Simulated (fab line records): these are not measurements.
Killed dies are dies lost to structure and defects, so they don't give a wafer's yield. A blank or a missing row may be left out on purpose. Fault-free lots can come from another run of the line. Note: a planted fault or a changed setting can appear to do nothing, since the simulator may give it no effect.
Matching of chambers + flow gf180mcu + 3 sister chambers for GF_CONTACT_CVD_02 on pecvd-03
The step deposits SiO2 from TEOS, target thk 860 nm, time 95.992 s. 3 wafers are shown with their chamber, then 8 later ones without.

WAFERS PAIRED WITH THEIR CHAMBERS
| wafer  | chamber | heater power w (W) |
|--------|---------|--------------------|
| L269.2 | 2       | 680                |
| L269.5 | 1       | 660                |
| L271.3 | 0       | 518                |

WAFERS MISSING THEIR CHAMBER
| wafer  | heater power w (W) |
|--------|--------------------|
| L271.4 | 646                |
| L271.6 | 642                |
| L272.1 | 516                |
| L272.3 | 688                |
| L272.5 | 529                |
| L276.3 | 543                |
| L276.4 | 525                |
| L276.6 | 418                |

WHICH CHAMBER EACH ONE RAN IN
| wafer  | from the rows above     | in truth                   |
|--------|-------------------------|----------------------------|
| L271.4 | can't be placed: 1 or 2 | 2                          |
| L271.6 | can't be placed: 1 or 2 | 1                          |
| L272.1 | 0                       | 0                          |
| L272.3 | can't be placed: 2 or 1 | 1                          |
| L272.5 | 0                       | 0                          |
| L276.3 | 0                       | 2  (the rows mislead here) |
| L276.4 | 0                       | 0                          |
| L276.6 | 0                       | 0                          |
Correctly placed: 4 of 8. Cannot be placed on the basis of these rows: 3; the candidates contain the true chamber in 3. Wrongly placed: 1.
How it was worked out, from the rows above alone: a wafer's distance from a chamber is the root of the sum, over the readings, of the square of ((its reading less the chamber's mean) divided by the reading's scatter). The wafer belongs to the nearest chamber; if the next one is less than 2 further off, it can't be placed. A chamber's mean is the mean of its shown wafers. The scatter: with one shown wafer a chamber, the root of the mean of the squares of how far each hidden wafer lies from its nearest shown one.
